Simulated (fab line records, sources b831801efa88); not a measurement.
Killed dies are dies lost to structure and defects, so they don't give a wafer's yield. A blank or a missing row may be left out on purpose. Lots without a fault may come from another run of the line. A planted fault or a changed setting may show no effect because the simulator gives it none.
fab line records | flow sky130
record lots=4 wafers=12 last_day=48
route steps=708 shown POLY_CUT@317 SD_P@320 RES_XHIGH@332 SD_N@342 PAD_OPEN@708
lots that met no fault: from a run of the same line without faults
start_h: hours from the record's first day to the start of the lot's first wafer shown | wait_h: hours since the lot's step before | " the same as in the row above | L1.1+2: a row that stands for several wafers | - no value, or no start given | * or withheld: withheld | < > ~ a bound
route shown NAME@n: a module of which the file shows steps, and the number in the route of the first | usual: mean/standard deviation of fault-free wafers | same: alike in all rows | chamber/n: place in a boat | sites: the reading at each site | _std_site: their standard deviation | _edge_site: outer sites' mean less inner sites' | radius_mm: how far each site lies from the wafer's centre | mask NAME#n: copy n | behind: the tool/chamber that last shaped the wafer | hold: why the lot was held/for how many hours/how that ended | device: the transistor (n, p or np) that didn't switch | end of line: the same wafers' tests at the end of the route | a step without rows: its recipe alone | killed: dies lost to structure and defects at the first sort, not the wafer's yield | map: a wafer's dies, x killed, . not, _ none there
set.NAME: the setting as run; set.NAME@STEP: as run at that earlier step | model.NAME: the simulator's own value behind a step, which no gauge read
lots at some steps of the route; a table a step, a row a wafer
services: from which hour (start_h, from the record's first day; less than 0 if before it) a tool's chamber was out of use, for how many hours, and why
## steps
# step SKY_POLY_CUT_ETCH_10
# recipe chemistry=N2/H2 target=BARC ion_energy_ev=200 source_w=500 bias_w=100 pressure_mtorr=30 n2_flow_sccm=100 h2_flow_sccm=200 stop_on=SiO2 time_s=45.9 target_depth_a=600
# step SKY_POLY_CUT_ETCH_11
# recipe target=Si3N4 chemistry=CF4/CH2F2/Ar stop_on=poly-Si source_w=600 bias_w=150 pressure_mtorr=40 cf4_flow_sccm=40 ch2f2_flow_sccm=20 Ar_flow_sccm=150 time_s=42.5 target_depth_a=600
# step SKY_POLY_CUT_STRIP_12
# recipe chemistry=O2/N2 power_w=1400 pressure_mtorr=1500 platen_temp_c=withheld o2_flow_sccm=3000 n2_flow_sccm=300 overash_fraction=0.5
# step SKY_SD_P_DEHYDRATE_00
# recipe temp_c=200 time_s=60
# step SKY_SD_P_HMDS_01
# recipe prime_time_s=60 prime_temp_c=120
# step SKY_SD_P_COAT_02
# recipe resist=NOVOLAK spin_rpm=3000 resist_thk_nm=1140
# step SKY_SD_P_SOFTBAKE_03
# recipe temp_c=90 time_s=60 resist=NOVOLAK
# step SKY_SD_P_EXPOSE_04
# recipe mask_id=PSDM na=0.6 source_shape=conventional sigma_outer=0.6 polarization=unpolarized target_cd_nm=380 dose_mj=138
# step SKY_SD_P_PEB_05
# recipe temp_c=withheld time_s=* resist=NOVOLAK
# step SKY_SD_P_DEVELOP_06
# recipe resist=NOVOLAK developer=TMAH develop_time_s=60 dev_temp_c=23
# step SKY_SD_P_IMPLANT_09
# recipe species=BF2 energy_kev=20 dose_cm2=3e+15 tilt_deg=0
# usual beam_on_s=13.8/0.72 dose_ions_cm2=3.001e+15/3.4e+12 end_station_pressure_torr=1.4e-05/9e-07 faraday_current_uA=11909/580
# columns lot.wafer tool chamber start_h wait_h beam_on_s dose_ions_cm2 end_station_pressure_torr faraday_current_uA
L288.1 implanter-02 0 603.91 0.0 13.4 3.001e+15 1.46e-05 12207
L288.2 " 0 " " 13.6 2.995e+15 1.57e-05 12000
L288.5 " 0 " " 13.6 2.999e+15 1.43e-05 12020
L300.2 implanter-02 0 714.05 0.0 9.9 1.501e+15 1.04e-05 8316
L300.3 " 0 " " 10.3 1.502e+15 1.24e-05 8032
L300.4 " 0 " " 10.1 1.501e+15 1.21e-05 8175
L301.3 implanter-03 0 725.46 0.1 14.6 3.005e+15 1.29e-05 11271
L301.5 " 0 " " 14.8 3e+15 1.18e-05 11085
L301.6 " 0 " " 15.1 3.009e+15 1.37e-05 10895
L302.2 implanter-02 0 730.84 0.0 10.0 1.499e+15 1.14e-05 8207
L302.3 " 0 " " 10.1 1.503e+15 1.14e-05 8171
L302.5 " 0 " " 9.9 1.498e+15 1.1e-05 8388
# step SKY_SD_P_STRIP_10
# recipe chemistry=O2/N2 power_w=1400 pressure_mtorr=1500 platen_temp_c=withheld o2_flow_sccm=3000 n2_flow_sccm=300 overash_fraction=0.5
# usual chamber_pressure_mTorr=1499.9/1.4 drypump_motor_current_A=6.1/0.61 oes_product_au=0.618/0.0042 strip_time_to_endpoint_s=17.48/0.038
# columns lot.wafer tool chamber start_h wait_h chamber_pressure_mTorr drypump_motor_current_A oes_product_au rf_hours_counter_h strip_time_to_endpoint_s
L288.1 plasma_asher-04 1 604.06 0.1 1500.4 5.4 0.612 91 17.39
L288.2 " 0 " " 1501.2 6.1 0.619 91 17.46
L288.5 " 0 " " 1499.3 6.1 0.614 - 17.39
L300.2 plasma_asher-04 0 714.18 0.1 1498.1 6.2 0.649 102 16.12
L300.3 " 0 " " 1498.4 6.1 0.649 - 16.17
L300.4 " 1 " " 1498.7 5.4 0.650 - 16.25
L301.3 plasma_asher-04 1 725.60 0.1 1501.1 5.4 0.614 - 17.50
L301.5 " 0 " " 1498.7 6.1 0.617 - 17.48
L301.6 " 1 " " 1499.7 5.4 0.620 - 17.48
L302.2 plasma_asher-02 1 730.96 0.1 1500.5 6.0 0.639 29 16.22
L302.3 " 1 " " 1499.3 6.0 0.650 - 16.23
L302.5 " 1 " " 1500.8 6.0 0.650 - 16.26
# step SKY_SD_P_TW_MEAS_11
# usual SD_P_TW=2799/19
# columns lot.wafer tool chamber start_h wait_h SD_P_TW
L288.1 film_metro-03 - 604.16 0.1 2816
L288.2 " - " " 2804
L288.5 " - " " 2817
L300.2 film_metro-02 - 714.29 0.1 2392
L300.3 " - " " 2396
L300.4 " - " " 2401
L301.3 film_metro-03 - 725.68 0.1 2811
L301.5 " - " " 2814
L301.6 " - " " 2797
L302.2 film_metro-01 - 731.07 0.1 2397
L302.3 " - " " 2409
L302.5 " - " " 2405
# step SKY_RES_XHIGH_DEHYDRATE_00
# recipe temp_c=200 time_s=60
# step SKY_RES_XHIGH_HMDS_01
# recipe prime_time_s=60 prime_temp_c=120
# step SKY_RES_XHIGH_COAT_02
# recipe resist=NOVOLAK spin_rpm=3000 resist_thk_nm=1140
# step SKY_RES_XHIGH_SOFTBAKE_03
# recipe temp_c=90 time_s=60 resist=NOVOLAK
# step SKY_RES_XHIGH_EXPOSE_04
# recipe mask_id=URPM na=0.6 source_shape=conventional sigma_outer=0.6 polarization=unpolarized target_cd_nm=1270 dose_mj=140
# step SKY_RES_XHIGH_PEB_05
# recipe temp_c=withheld time_s=* resist=NOVOLAK
# step SKY_RES_XHIGH_DEVELOP_06
# recipe resist=NOVOLAK developer=TMAH develop_time_s=60 dev_temp_c=23
# step SKY_RES_XHIGH_IMPLANT_07
# recipe species=BF2 energy_kev=20 dose_cm2=3.6e+14 tilt_deg=0
# step SKY_RES_XHIGH_STRIP_08
# recipe chemistry=O2/N2 power_w=1400 pressure_mtorr=1500 platen_temp_c=withheld o2_flow_sccm=3000 n2_flow_sccm=300 overash_fraction=0.5
# step SKY_SD_N_DEHYDRATE_00
# recipe temp_c=200 time_s=60
# step SKY_SD_N_HMDS_01
# recipe prime_time_s=60 prime_temp_c=120
# step SKY_SD_N_COAT_02
# recipe resist=NOVOLAK spin_rpm=3000 resist_thk_nm=1140
# step SKY_SD_N_SOFTBAKE_03
# recipe temp_c=90 time_s=60 resist=NOVOLAK
# step SKY_SD_N_EXPOSE_04
# recipe mask_id=NSDM na=0.6 source_shape=conventional sigma_outer=0.6 polarization=unpolarized target_cd_nm=380 dose_mj=141
# step SKY_SD_N_PEB_05
# recipe temp_c=withheld time_s=* resist=NOVOLAK
# step SKY_SD_N_DEVELOP_06
# recipe resist=NOVOLAK developer=TMAH develop_time_s=60 dev_temp_c=23
# step SKY_SD_N_IMPLANT_09
# recipe species=As energy_kev=50 dose_cm2=4e+15 tilt_deg=0
# step SKY_SD_N_IMPLANT_10
# recipe species=P energy_kev=20 dose_cm2=1e+14 tilt_deg=0
# step SKY_SD_N_STRIP_11
# recipe chemistry=O2/N2 power_w=1400 pressure_mtorr=1500 platen_temp_c=withheld o2_flow_sccm=3000 n2_flow_sccm=300 overash_fraction=0.5
# step SKY_SD_N_CLEAN_13
# recipe chemistry=SC1/SC2 mix=1:4:20 temp_c=70 time_s=150 dry=n2_spin
# step SKY_SD_N_RTA_14
# recipe temp_c=1075 time_s=2 idle_temp_c=650 ramp_up_c_per_s=150 ramp_down_c_per_s=90 ambient=N2
# step SKY_SD_N_RS_MEAS_17
# recipe thk_meas_gauge=four-point-probe
# usual SD_P_RS=147.1/0.4
# columns lot.wafer tool chamber start_h wait_h SD_P_RS[ohm/sq]
L288.1 film_metro-02 - 661.67 0.1 147.5
L288.2 " - " " 147.5
L288.5 " - " " 147.5
L300.2 film_metro-02 - 769.64 0.1 160.2
L300.3 " - " " 159.9
L300.4 " - " " 159.6
L301.3 film_metro-03 - 779.75 0.1 147.1
L301.5 " - " " 147.2
L301.6 " - " " 147.5
L302.2 film_metro-02 - 787.18 0.1 160.4
L302.3 " - " " 159.9
L302.5 " - " " 159.9
# step SKY_PAD_OPEN_PROBE_99
# usual killed_at_M0_to_M3=44/7.2 killed_at_M4_up=3.1/1.8 killed_at_contacts=24/4.5 killed_at_front_end=16/4.4 killed_at_other=0.2/0.42 killed_dies=87/8.9 killed_open=48/6.4 killed_short=39/6.2
# same gross_dies=492 killed_at_back_side=0
# columns lot.wafer tool chamber start_h wait_h killed_at_M0_to_M3 killed_at_M4_up killed_at_contacts killed_at_front_end killed_at_other killed_dies killed_open killed_short model.etest.licon_high_po.rc_ohm model.etest.res_high_po.line_ohm_um model.etest.res_pdiff.line_ohm_um model.etest.pfet_01v8.r_on_ohm_um model.etest.pfet_g5v0d10v5.r_on_ohm_um model.etest.res_high_po.rs_ohm_sq model.etest.licon_pdiff.rc_ohm model.etest.res_pdiff_hv.rs_ohm_sq
L288.1 prober-02 - 1076.07 0.1 45 5 32 14 1 97 47 50 354.3 757.8 1376 2902 4844 264.8 601 192.1
L288.2 prober-02 - 1076.12 0.1 35 2 23 18 0 78 46 32 359.6 741.2 1377 2909 4836 263.2 580.4 193.3
L288.5 prober-02 - 1076.27 0.2 57 0 26 18 0 101 61 40 361.3 745.8 1378 2960 4874 265 568.6 193.4
L300.2 prober-02 - 1156.62 0.1 43 0 21 17 0 81 40 41 1220 1338 1684 3208 5070 467.5 738.5 243
L300.3 prober-02 - 1156.67 0.2 42 1 20 13 1 77 41 36 1228 1307 1690 3263 5129 468 737.6 241.1
L300.4 prober-02 - 1156.72 0.2 54 3 33 14 0 104 54 50 1191 1321 1660 3195 5060 464.6 737.4 238.4
L301.3 prober-01 - 1158.80 0.2 42 4 26 22 0 94 55 39 365.5 775.5 1404 2903 4802 269.2 587.4 189.9
L301.5 prober-01 - 1158.90 0.2 51 7 26 14 0 98 56 42 360 743.2 1386 2818 4694 267.7 603.1 192.2
L301.6 prober-01 - 1158.95 0.2 39 3 24 13 0 79 46 33 356.3 749.7 1363 2894 4767 266.4 600 192.3
L302.2 prober-02 - 1163.58 0.1 47 3 24 20 0 94 54 40 1272 1312 1752 3236 5012 466.7 773.4 249.7
L302.3 prober-02 - 1163.63 0.2 53 4 29 12 0 98 46 52 1275 1340 1754 3283 5131 470.2 758.2 249.8
L302.5 prober-02 - 1163.73 0.2 44 2 17 17 0 80 47 33 1176 1306 1789 3329 5086 463.1 778 248.4
# killed by level:class
L288.1 CONTACT:geometric_particle:open=12 VIA3:geometric_particle:open=9 VIA1:geometric_particle:open=9 METAL2:geometric_particle:short=7 VIA1:geometric_particle:short=7 LI_CONTACT:geometric_particle:open=6 CONTACT:geometric_particle:short=6 POLY_GATE:geometric_particle:short=5
L288.2 VIA1:geometric_particle:open=9 LI_CONTACT:geometric_particle:open=8 VIA2:geometric_particle:open=7 CONTACT:geometric_particle:open=6 METAL1:geometric_particle:short=5 LOCAL_INTERCONNECT:geometric_particle:short=5 FIELD_ISO:geometric_particle:open=4 FIELD_ISO:geometric_particle:short=3
L288.5 VIA1:geometric_particle:open=18 VIA3:geometric_particle:open=8 CONTACT:geometric_particle:open=8 LI_CONTACT:geometric_particle:open=7 VIA1:geometric_particle:short=6 POLY_GATE:geometric_particle:open=6 VIA2:geometric_particle:short=6 FIELD_ISO:geometric_particle:open=5
L300.2 VIA1:geometric_particle:open=11 METAL2:geometric_particle:short=8 CONTACT:geometric_particle:open=7 CONTACT:geometric_particle:short=6 METAL1:geometric_particle:short=6 FIELD_ISO:geometric_particle:short=5 VIA3:geometric_particle:open=5 POLY_GATE:geometric_particle:short=4
L300.3 VIA1:geometric_particle:open=11 FIELD_ISO:geometric_particle:open=6 LI_CONTACT:geometric_particle:open=6 VIA2:geometric_particle:open=6 VIA1:geometric_particle:short=5 CONTACT:geometric_particle:short=4 METAL2:geometric_particle:short=4 CONTACT:geometric_particle:open=4
L300.4 CONTACT:geometric_particle:open=11 VIA1:geometric_particle:open=10 VIA3:geometric_particle:open=10 VIA1:geometric_particle:short=9 LI_CONTACT:geometric_particle:short=8 METAL2:geometric_particle:short=8 POLY_GATE:geometric_particle:open=5 LI_CONTACT:geometric_particle:open=5
L301.3 CONTACT:geometric_particle:open=13 VIA1:geometric_particle:open=11 POLY_GATE:geometric_particle:open=9 METAL1:geometric_particle:short=8 VIA2:geometric_particle:open=7 POLY_GATE:geometric_particle:short=7 LI_CONTACT:geometric_particle:open=7 METAL2:geometric_particle:short=6
L301.5 VIA1:geometric_particle:open=19 LI_CONTACT:geometric_particle:open=7 METAL1:geometric_particle:short=6 LI_CONTACT:geometric_particle:short=6 CONTACT:geometric_particle:short=5 VIA3:geometric_particle:open=5 CONTACT:geometric_particle:open=5 VIA2:geometric_particle:short=5
L301.6 VIA1:geometric_particle:open=11 LI_CONTACT:geometric_particle:open=10 LOCAL_INTERCONNECT:geometric_particle:short=6 METAL1:geometric_particle:short=5 VIA3:geometric_particle:open=5 CONTACT:geometric_particle:open=4 METAL2:geometric_particle:short=4 FIELD_ISO:geometric_particle:open=3
L302.2 VIA1:geometric_particle:open=18 FIELD_ISO:geometric_particle:short=7 FIELD_ISO:geometric_particle:open=7 VIA1:geometric_particle:short=7 LI_CONTACT:geometric_particle:open=7 CONTACT:geometric_particle:open=7 VIA3:geometric_particle:open=6 CONTACT:geometric_particle:short=5
L302.3 VIA1:geometric_particle:open=14 CONTACT:geometric_particle:open=12 VIA1:geometric_particle:short=9 LI_CONTACT:geometric_particle:open=7 METAL1:geometric_particle:short=7 POLY_GATE:geometric_particle:short=5 METAL2:geometric_particle:short=5 LI_CONTACT:geometric_particle:short=4
L302.5 VIA1:geometric_particle:open=11 VIA1:geometric_particle:short=10 FIELD_ISO:geometric_particle:open=7 CONTACT:geometric_particle:open=6 VIA3:geometric_particle:open=6 LI_CONTACT:geometric_particle:open=4 METAL1:geometric_particle:short=4 METAL2:geometric_particle:short=4
## services
# columns tool chamber start_h hours kind
implanter-02 - 588.60 2.0 repair
plasma_asher-04 - 601.69 2.1 repair
implanter-03 - 620.41 1.8 repair
plasma_asher-04 - 637.37 14.6 pm
implanter-02 - 658.16 3.7 repair
plasma_asher-02 - 665.06 1.4 repair
implanter-02 - 672.90 5.0 repair
plasma_asher-02 - 678.59 1.4 repair
implanter-03 - 684.09 5.5 repair
implanter-02 - 700.74 3.8 repair
plasma_asher-02 - 702.46 14.3 repair
plasma_asher-02 - 707.62 1.4 repair
## key
first_sign step=SKY_SD_P_IMPLANT_09 reading=dose_ions_cm2 direction=down sigmas=99+ usual=* struck=*
effect step=SKY_SD_P_IMPLANT_09 reading=faraday_current_uA direction=down sigmas=6.4 usual=11909 struck=8215
effect step=SKY_SD_P_STRIP_10 reading=strip_time_to_endpoint_s direction=down sigmas=34 usual=* struck=*
effect step=SKY_SD_P_TW_MEAS_11 reading=SD_P_TW direction=down sigmas=21 usual=2799 struck=2400
effect step=SKY_SD_N_RS_MEAS_17 reading=SD_P_RS direction=up sigmas=32 usual=147.1 struck=160.0
model_effect step=SKY_PAD_OPEN_PROBE_99 value=etest.licon_high_po.rc_ohm without=343 struck=1227
met_at SKY_SD_P_IMPLANT_09
struck_wafers L300.2,L300.3,L300.4,L302.2,L302.3,L302.5
tester_left_out L300,L302
onset_between 603.91 714.05
fault kind=process_parameter_drift tool=implanter-02 chamber=- onset_h=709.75 steps=SKY_SD_P_IMPLANT_09 channel=dose_cm2 offset=* shape=step end_h=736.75 acts_in=* stated=*
# tester_left_out: of these lots the tester's yield and bins aren't shown, on N5 and GAA mostly nor the transistor test; their killed dies are dies lost to structure and defects alone, not to doping, threshold or leakage, so they don't give the yield
